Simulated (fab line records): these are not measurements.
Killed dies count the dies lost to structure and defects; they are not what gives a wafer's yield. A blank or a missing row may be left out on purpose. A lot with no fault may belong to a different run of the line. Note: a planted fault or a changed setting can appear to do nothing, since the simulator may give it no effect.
The same fault as seen by 2 desks || flow sky130 || each desk holds nothing but its own numbers, with what lay behind them at the end

== AT THE TOOL OWNER'S DESK: wetBench-01 ==
The tool's own readings at SKY_SONOS_ONO_WET_ETCH_16 (etches SiO2 in dHF, target depth 14 nm, time 280 s): means of the sampled wafers that have a number, for each lot that ran on this tool. A lot is out of limits, marked OUT, if its mean lies more than 4 standard deviations from the usual mean; the brackets give that distance.
Columns: A = runLengthS at SKY_SONOS_ONO_WET_ETCH_16, usual 308 s
{"lot": "L510", "first seen here": "day 12 19:50", "A": 307}
{"lot": "L513", "first seen here": "day 14 00:35", "A": 306}
{"lot": "L514", "first seen here": "day 14 12:46", "A": 306}
{"lot": "L515", "first seen here": "day 14 23:04", "A": 314}
{"lot": "L523", "first seen here": "day 17 07:55", "A": 312}
{"lot": "L524", "first seen here": "day 17 17:05", "A": "111 (-60) OUT"}
{"lot": "L526", "first seen here": "day 18 04:17", "A": "117 (-58) OUT"}
This desk's verdict: out of limits on L524, L526, starting with L524 at day 17 17:05 (runLengthS at SKY_SONOS_ONO_WET_ETCH_16). L510, L513, L514, L515, L523: within limits.

== THE METROLOGY DESK ==
What the gauges read, lot by lot, whatever tool the lot ran on: means of the sampled wafers that have a number. A lot is out of limits, marked OUT, if its mean lies more than 4 standard deviations from the usual mean; the brackets give that distance.
Columns: A = VT_ADJUST_NCORE_OVL at SKY_VT_ADJUST_NCORE_OVL_MEAS_08, usual -0.5 nm
{"lot": "L510", "first seen here": "day 8 18:00", "A": -0.6}
{"lot": "L511", "first seen here": "day 8 23:14", "A": -0.7}
{"lot": "L512", "first seen here": "day 9 08:26", "A": -1.0}
{"lot": "L513", "first seen here": "day 9 12:29", "A": -1.5}
{"lot": "L514", "first seen here": "day 9 22:26", "A": -1.0}
{"lot": "L515", "first seen here": "day 10 10:41", "A": 0.4}
{"lot": "L518", "first seen here": "day 11 05:20", "A": -0.1}
{"lot": "L521", "first seen here": "day 12 05:41", "A": -1.1}
{"lot": "L523", "first seen here": "day 12 15:14", "A": -0.4}
{"lot": "L524", "first seen here": "day 13 02:40", "A": -1.9}
{"lot": "L525", "first seen here": "day 13 05:26", "A": 1.3}
{"lot": "L526", "first seen here": "day 13 12:37", "A": 2.5}
{"lot": "L532", "first seen here": "day 15 16:26", "A": -0.9}
Result from this desk: across the 13 lots, nothing is out of limits.

== PUT TOGETHER ==
On L524, L526, at day 17 17:05, an alarm was possible from the tool owner's desk.
The metrology desk saw nothing out of limits.
The metrology desk holds a record of L524, L526, inside its limits.
The lots listed all ran SKY_SONOS_ONO_WET_ETCH_16 on wetBench-01.

== WHAT THE SIMULATOR PUT IN ==
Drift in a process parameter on wetBench-01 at SKY_SONOS_ONO_WET_ETCH_16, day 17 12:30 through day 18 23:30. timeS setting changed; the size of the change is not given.
Struck lots among those shown: L524, L526.
Time in hours from fault onset to the first out-of-limits reading at each desk: the tool owner's desk, 5.
